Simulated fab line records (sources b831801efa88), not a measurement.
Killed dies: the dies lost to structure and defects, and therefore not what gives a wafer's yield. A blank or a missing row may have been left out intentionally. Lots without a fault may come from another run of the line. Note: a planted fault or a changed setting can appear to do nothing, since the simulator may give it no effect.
Matching of chambers    flow sky130    SKY_VIA1_CMP_24 on cmp-01 has 4 sister chambers
The step polishes, stops on SiO2, t overpolish 15 s, target thk 0 nm. 24 wafers are shown with their chamber, then 12 later ones without.

WAFERS PAIRED WITH THEIR CHAMBERS
wafer   chamber  motor-current-A (A)  time-to-endpoint-s (s)  platen-rpm (rpm)
L074.3  1        9.9                  63                      60.04
L074.4  2        11.1                 69                      59.98
L074.6  0        11.1                 64                      59.97
L075.2  1        10.6                 64                      60.06
L075.3  2        10.9                 72                      60.04
L075.5  1        10.5                 68                      60.04
L083.1  1        10.5                 65                      60.07
L083.3  3        12.1                 65                      60.01
L083.5  3        11.7                 64                      60.05
L084.1  0        11.6                 68                      59.97
L084.4  2        11.1                 68                      59.96
L084.6  3        11.6                 62                      60.01
L085.1  3        12.0                 63                      60.09
L085.4  2        11.4                 68                      59.98
L085.5  2        11.5                 67                      60.01
L087.1  3        12.0                 62                      60.00
L087.2  1        10.4                 62                      60.00
L087.3  2        11.3                 64                      59.94
L089.1  3        12.2                 66                      59.94
L089.2  2        11.2                 71                      59.98
L089.4  1        9.9                  66                      59.91
L091.1  1        10.0                 68                      59.98
L091.2  3        11.6                 66                      60.00
L091.3  0        11.4                 69                      60.00

SIGNATURES (means of the wafers above)
reading             chamber 0  chamber 1  chamber 2  chamber 3  scatter within a chamber
motor-current-A     11.367     10.257     11.214     11.886     0.257
time-to-endpoint-s  67.00      65.14      68.43      64.00      2.31
platen-rpm          59.9800    60.0143    59.9843    60.0143    0.044
Rule: a wafer's distance from a chamber is the root of the sum, over the readings, of the square of ((its reading less the chamber's mean) divided by the reading's scatter). The wafer belongs to the nearest chamber; if the next one is less than 2 further off, it can't be placed. The scatter: the root of (the sum of the squares of (reading less its chamber's mean) over the shown wafers, divided by (wafers less chambers)).

WAFERS MISSING THEIR CHAMBER
wafer   motor-current-A (A)  time-to-endpoint-s (s)  platen-rpm (rpm)
L093.1  12.2                 64                      60.02
L093.2  11.4                 68                      59.99
L093.3  11.4                 72                      60.03
L094.2  11.1                 67                      59.99
L094.3  11.2                 70                      60.05
L094.4  12.1                 69                      60.04
L096.2  11.2                 75                      60.02
L096.3  11.7                 70                      60.02
L096.5  11.5                 68                      60.01
L097.1  11.5                 69                      60.05
L097.5  11.3                 68                      59.96
L097.6  11.5                 67                      60.07

WHICH CHAMBER EACH WENT THROUGH
wafer   from the rows above           in truth
L093.1  3                             3
L093.2  can't be placed: 0 or 2       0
L093.3  can't be placed: 2 or 0 or 3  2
L094.2  can't be placed: 2 or 0       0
L094.3  can't be placed: 2 or 0       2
L094.4  can't be placed: 3 or 0 or 2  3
L096.2  can't be placed: 2 or 0       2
L096.3  can't be placed: 0 or 2 or 3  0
L096.5  can't be placed: 0 or 2 or 3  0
L097.1  can't be placed: 2 or 0 or 3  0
L097.5  can't be placed: 2 or 0       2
L097.6  can't be placed: 0 or 2 or 3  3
Correct placement for 1 of the 12. These rows do not allow placing 11 (true chamber among the candidates in 11). Wrongly placed: 0.
